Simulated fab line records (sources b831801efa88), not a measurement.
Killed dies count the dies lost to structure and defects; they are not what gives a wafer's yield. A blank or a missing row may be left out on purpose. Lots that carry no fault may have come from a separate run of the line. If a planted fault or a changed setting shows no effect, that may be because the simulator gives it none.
Chamber matching | flow gf180mcu | 4 sister chambers for GF_PASSIVATION_ETCH_11 on rieDiel-03
The step etches the open film in CF4/O2, stops on TiN, target depth 1800 nm, time 400 s. 4 wafers are shown with their chamber, then 7 later ones without.

## EACH WAFER AND ITS CHAMBER
wafer  | chamber | drypumpMotorCurrentA (A)
L087.5 | 2       | 4.8
L089.5 | 1       | 6.0
L093.1 | 0       | 5.7
L093.4 | 3       | 6.4

## WAFERS WITH NO CHAMBER GIVEN
wafer  | drypumpMotorCurrentA (A)
L093.5 | 6.0
L095.1 | 6.0
L095.3 | 6.4
L095.6 | 6.3
L097.1 | 5.7
L097.3 | 6.3
L097.5 | 5.7

## THE CHAMBER EACH PASSED THROUGH
wafer  | from the rows above | in truth
L093.5 | 1                   | 1
L095.1 | 1                   | 1
L095.3 | 3                   | 3
L095.6 | 3                   | 3
L097.1 | 0                   | 0
L097.3 | 3                   | 3
L097.5 | 0                   | 0
Correctly placed: 7 of 7. From these rows, 0 cannot be placed. Number placed wrongly: 0.
How it was worked out, from the rows above alone: a wafer's distance from a chamber is the root of the sum, over the readings, of the square of ((its reading less the chamber's mean) divided by the reading's scatter). The wafer belongs to the nearest chamber; if the next one is less than 2 further off, it can't be placed. For every chamber, the mean is computed from those of its wafers that are shown. The scatter: root of mean squared gap, hidden wafer to nearest shown wafer, with one shown wafer a chamber.
